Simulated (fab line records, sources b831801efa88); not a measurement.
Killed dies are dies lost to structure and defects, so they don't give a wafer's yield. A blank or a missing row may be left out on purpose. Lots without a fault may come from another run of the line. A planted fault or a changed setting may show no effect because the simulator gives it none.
Which tool did it? | flow sky130 | 11 lots, 33 wafers sampled, at 4 steps of a route of 708

WHAT THE GAUGES READ, wafer by wafer
SKY_LI_CONTACT_CD_MEAS_12: target cd 170 nm.
lot  | measured     | on        | cd_nm (nm)
L678 | day 29 05:07 | cd_sem-02 | 169.0 168.7 168.7
L682 | day 31 03:21 | cd_sem-01 | 169.3 169.9 170.7
L683 | day 31 06:50 | cd_sem-01 | 169.7 168.2 169.2
L684 | day 31 13:02 | cd_sem-01 | 169.9 170.7 169.1
L690 | day 33 16:52 | cd_sem-01 | 169.9 169.8 169.1
L694 | day 34 21:42 | cd_sem-02 | 173.0 171.6 171.5
L695 | day 35 04:35 | cd_sem-02 | 171.9 171.5 171.6
L696 | day 35 07:13 | cd_sem-01 | 170.0 171.4 169.9
L697 | day 35 09:37 | cd_sem-01 | 170.5 170.1 170.7
L699 | day 36 04:24 | cd_sem-01 | 168.2 166.8 167.6
L700 | day 36 21:20 | cd_sem-02 | 169.8 167.9 168.9

SKY_CONTACT_THK_MEAS_03.
lot  | measured     | on            | CONTACT_HDPCVD_THK (nm)
L678 | day 30 11:23 | film_metro-01 | 563 579 557
L682 | day 32 09:01 | film_metro-01 | 675 679 685
L683 | day 32 13:02 | film_metro-02 | 687 680 676
L684 | day 32 18:32 | film_metro-04 | 568 553 560
L690 | day 34 22:38 | film_metro-01 | 567 558 561
L694 | day 36 03:03 | film_metro-01 | 553 557 568
L695 | day 36 08:58 | film_metro-04 | 563 567 568
L696 | day 36 11:52 | film_metro-01 | 556 565 558
L697 | day 36 14:31 | film_metro-01 | 559 566 562
L699 | day 37 09:59 | film_metro-02 | 560 559 555
L700 | day 38 02:07 | film_metro-04 | 564 571 575

WHICH TOOL RAN EACH LOT (tool, then ch and the chambers of the sampled wafers, then the start)
lot  | SKY_LI_CONTACT_STRIP_16              | SKY_CONTACT_HDPCVD_02
L678 | plasma_asher-04 ch 0,1, day 29 05:22 | hdpcvd-01 ch 0,1,2, day 30 11:19
L682 | plasma_asher-02 ch 0,1, day 31 03:38 | hdpcvd-01 ch 0,1,2, day 32 08:56
L683 | plasma_asher-02 ch 0,1, day 31 07:07 | hdpcvd-01 ch 0,1,2, day 32 12:58
L684 | plasma_asher-02 ch 0,1, day 31 13:19 | hdpcvd-02 ch 0,1, day 32 18:26
L690 | plasma_asher-01 ch 0, day 33 17:09   | hdpcvd-02 ch 0,1, day 34 22:34
L694 | plasma_asher-01 ch 1, day 34 21:59   | hdpcvd-01 ch 0,1,2, day 36 02:59
L695 | plasma_asher-02 ch 0,1, day 35 04:51 | hdpcvd-01 ch 0,2, day 36 08:52
L696 | plasma_asher-04 ch 0,1, day 35 07:30 | hdpcvd-01 ch 1,2, day 36 11:48
L697 | plasma_asher-02 ch 0,1, day 35 09:54 | hdpcvd-01 ch 0,1,2, day 36 14:27
L699 | plasma_asher-04 ch 0,1, day 36 04:41 | hdpcvd-02 ch 0,1,2, day 37 09:55
L700 | plasma_asher-04 ch 0,1, day 36 21:36 | hdpcvd-01 ch 0,1,2, day 38 02:02
- SKY_LI_CONTACT_STRIP_16: strips in O2/N2.
- SKY_CONTACT_HDPCVD_02: deposits SiO2, target thk 565 nm, time 94.2 s.

WHAT THE TOOLS THEMSELVES READ (means of the sampled wafers that have a number; where no wafer has one, the mark that the record gives instead)
SKY_LI_CONTACT_STRIP_16.
lot  | tool            | drypump_motor_current_A (A) | oes_product_au (a.u.) | strip_time_to_endpoint_s (s)
L678 | plasma_asher-04 | 6.3                         | 0.374                 | 3.49
L682 | plasma_asher-02 | 5.7                         | 0.374                 | 3.47
L683 | plasma_asher-02 | 5.7                         | 0.373                 | 3.46
L684 | plasma_asher-02 | 5.7                         | 0.374                 | 3.51
L690 | plasma_asher-01 | 4.8                         | 0.374                 | 3.47
L694 | plasma_asher-01 | 6.2                         | 0.371                 | 3.46
L695 | plasma_asher-02 | 5.7                         | 0.374                 | 3.48
L696 | plasma_asher-04 | 6.4                         | 0.371                 | 3.50
L697 | plasma_asher-02 | 5.7                         | 0.379                 | 3.51
L699 | plasma_asher-04 | 6.3                         | 0.376                 | 3.48
L700 | plasma_asher-04 | 6.4                         | 0.372                 | 3.49

SKY_CONTACT_HDPCVD_02.
lot  | tool      | sih4_flow_sccm (sccm)
L678 | hdpcvd-01 | 59.95
L682 | hdpcvd-01 | 71.73
L683 | hdpcvd-01 | 72.09
L684 | hdpcvd-02 | 59.65
L690 | hdpcvd-02 | 59.94
L694 | hdpcvd-01 | 59.94
L695 | hdpcvd-01 | 60.07
L696 | hdpcvd-01 | 60.03
L697 | hdpcvd-01 | 59.75
L699 | hdpcvd-02 | 60.18
L700 | hdpcvd-01 | 59.97

THE ANSWER, worked out from the rows above alone
Rule: what is usual is taken from the lots themselves. Put in order of their means at a reading, lots are off if they are a third of the lots or fewer, leave a main group of 4 or more, and stand apart from it by a gap of 3 or more times the standard deviation of the main group's means; of several such gaps the widest counts. A main group whose means are all the same, to the digits that the tables above print for the reading, isn't used. A lot without any number at a reading at which 4 lots or more have one is off too. The other lots that the step has rows for count as sound. The gauges are gone through in route order, then the tools' own readings, and for those a lot's mean is taken as printed above. The first step at which some lot is off is used, and at that step the reading that is off furthest; a lot without a number counts as furthest.
Off: L682, L683, at SKY_CONTACT_THK_MEAS_03 (CONTACT_HDPCVD_THK). The main group: mean 563 nm, standard deviation 3.7.
A tool fits if, at a process step before that reading, it ran every lot that is off, and no sound lot after the first of them. The gauges at SKY_CONTACT_THK_MEAS_03 aren't tried: what is off there is off at SKY_CONTACT_HDPCVD_02 too, on other tools, and a gauge's error can't cause that. None of those tried fits.

WHAT THE SIMULATOR HAD PUT IN
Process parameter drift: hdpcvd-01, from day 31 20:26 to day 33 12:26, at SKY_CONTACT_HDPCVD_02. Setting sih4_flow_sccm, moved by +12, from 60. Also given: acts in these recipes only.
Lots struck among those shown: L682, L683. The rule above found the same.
